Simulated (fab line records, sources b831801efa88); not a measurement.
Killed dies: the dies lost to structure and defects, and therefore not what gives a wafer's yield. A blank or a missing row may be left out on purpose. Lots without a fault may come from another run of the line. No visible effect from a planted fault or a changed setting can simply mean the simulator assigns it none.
Problem report in the 8D (eight disciplines) form, filled by code | flow sky130 | the parts of the form that need people (team, actions taken, sign-off) are left out

== 1. THE ISSUE ==
Mean CAPM_TIN_RS at SKY_CAPM_RS_MEAS_03: 8.23 ohm/sq over 2 wafers in 2 lots; fault-free wafers: 6.85 ohm/sq, standard deviation 0.082. Measured from the usual mean, that is +17 standard deviations.
The step: measures by four-point-probe.
Seen first at day 39 14:23 on film_metro-04, wafer L293.6. The record holds 30 wafers of 10 lots with a number at this step. Rule for "out" (also "out of limits"): further than 4 standard deviations from the usual mean. The other wafers with a number count as sound.

== 2. WHAT THIS IS AND IS NOT ==
question                    | is                | is not
which readings at this step | CAPM_TIN_RS       | -
which lots                  | L293, L295        | L284, L286, L287, L297, L304, L305, L306, L307
which wafers of those lots  | L293.6, L295.6    | L293.3, L293.4, L295.1, L295.3
read on which gauges        | film_metro-04     | film_metro-01, film_metro-03
when                        | from day 39 14:23 | up to then (11 sound wafers); but 17 sound wafers of L295, L297, L304, L305, L306, L307 came after

== 3. SUSPECTS, AND WHAT RULES EACH OUT ==
Counting: any tool at a process step up to the reading remains a suspect provided it ran every lot that is out. Sound lots after the first of them don't rule it out here, since some wafers of a struck lot are sound.
- ruled out: the gauge at SKY_CAPM_RS_MEAS_03. All the wafers that are out were read on film_metro-04, but those of them that SKY_CAPM_METAL_ETCH_13 has rows for are out there too, on other tools.
- pvd_sputter-03 at SKY_CAPM_SPUTTER_02 (material TiN, target thk 200 nm, time 166.7 s): kept. It ran every lot that is out, first L293 (day 39 14:14); its last sound lot up to then is L287 (day 37 05:34).
Left after counting: pvd_sputter-03 at SKY_CAPM_SPUTTER_02.

== 4. THE CAUSE (what the simulator had put in) ==
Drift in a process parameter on pvd_sputter-03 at SKY_CAPM_SPUTTER_02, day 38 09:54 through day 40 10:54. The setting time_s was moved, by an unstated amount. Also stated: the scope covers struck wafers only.
The count eliminated every tool but this one.

== 5. SEQUENCE OF EFFECTS, ordered by route ==
Rows list readings where the struck wafers' mean (over those with a number) sits beyond 3 standard deviations from the usual. Scope: only readings with a usual standard deviation given in the record; hours: median across lots of the time from each lot's start at the first step in this table that gives one to its start at this step; sigmas: change in usual standard deviations.
hours | step                   | reading            | usual       | on struck wafers | change | sigmas
0     | SKY_CAPM_RS_MEAS_03    | CAPM_TIN_RS        | 6.85 ohm/sq | 8.23             | +1.38  | +17
0     | SKY_CAPM_THK_MEAS_04   | CAPM_TIN_THK       | 204.2 nm    | 172.0            | -32.2  | -12
25    | SKY_CAPM_METAL_ETCH_13 | oes_product_au     | 0.946 a.u.  | 0.854            | -0.092 | -12
25    | SKY_CAPM_METAL_ETCH_13 | throttle_valve_pct | 21.899 %    | 21.965           | +0.066 | +6.6
Process steps it contains:
- SKY_CAPM_METAL_ETCH_13: etches TiN in Cl2/BCl3, stops on SiO2, target depth 220 nm, time 62.9 s.

== 6. HOW IT WOULD HAVE BEEN CAUGHT EARLIER ==
Counted from the fault's start at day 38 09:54, it took 28 hours until the first out-of-limits reading at a measuring or inspecting step in this record, taken at day 39 14:23.
No tool reading at SKY_CAPM_SPUTTER_02 that has a usual standard deviation in the record was out on any struck wafer, so an alarm limit of 4 standard deviations on those readings would not have fired.
L295, from the lots that are out (2), started SKY_CAPM_SPUTTER_02 on pvd_sputter-03 later than day 39 14:23. Had the tool been put on hold then, it would have been spared.
